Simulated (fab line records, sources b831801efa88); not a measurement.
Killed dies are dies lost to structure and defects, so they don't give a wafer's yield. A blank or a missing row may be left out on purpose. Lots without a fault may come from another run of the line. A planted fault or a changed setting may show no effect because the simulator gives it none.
Chamber matching | flow sky130 | SKY_CONTACT_ETCH_16 on rie_diel-02: 4 sister chambers
The step etches BARC in N2/H2, stops on SiO2, time 45.9 s, target depth 60 nm. 8 wafers are shown with their chamber, then 7 later ones without.

WAFERS WITH THEIR CHAMBER
wafer  | chamber | drypump_motor_current_A (A) | oes_product_au (a.u.)
L448.2 | 0       | 5.9                         | 0.848
L454.4 | 3       | 5.2                         | 0.849
L454.5 | 1       | 5.6                         | 0.848
L455.2 | 2       | 6.4                         | 0.855
L455.3 | 1       | 5.6                         | 0.852
L455.4 | 3       | 5.1                         | 0.851
L461.1 | 2       | 6.4                         | 0.845
L461.4 | 0       | 5.9                         | 0.851

WAFERS WITHOUT THEIR CHAMBER
wafer  | drypump_motor_current_A (A) | oes_product_au (a.u.)
L461.5 | 5.1                         | 0.858
L464.2 | 5.2                         | 0.856
L464.5 | 5.1                         | 0.858
L464.6 | 6.4                         | 0.853
L468.3 | 6.4                         | 0.854
L468.4 | 5.1                         | 0.848
L468.6 | 5.1                         | 0.857

WHICH CHAMBER EACH WENT THROUGH
wafer  | from the rows above | in truth
L461.5 | 3                   | 3
L464.2 | 3                   | 3
L464.5 | 3                   | 3
L464.6 | 2                   | 2
L468.3 | 2                   | 2
L468.4 | 3                   | 3
L468.6 | 3                   | 3
Placed correctly: 7 of 7. Can't be placed from these rows: 0. Placed wrongly: 0.
How it was worked out, from the rows above alone: a wafer's distance from a chamber is the root of the sum, over the readings, of the square of ((its reading less the chamber's mean) divided by the reading's scatter). The wafer belongs to the nearest chamber; if the next one is less than 2 further off, it can't be placed. A chamber's mean is the mean of its shown wafers. The scatter: the root of (the sum of the squares of (reading less its chamber's mean) over the shown wafers, divided by (wafers less chambers)).
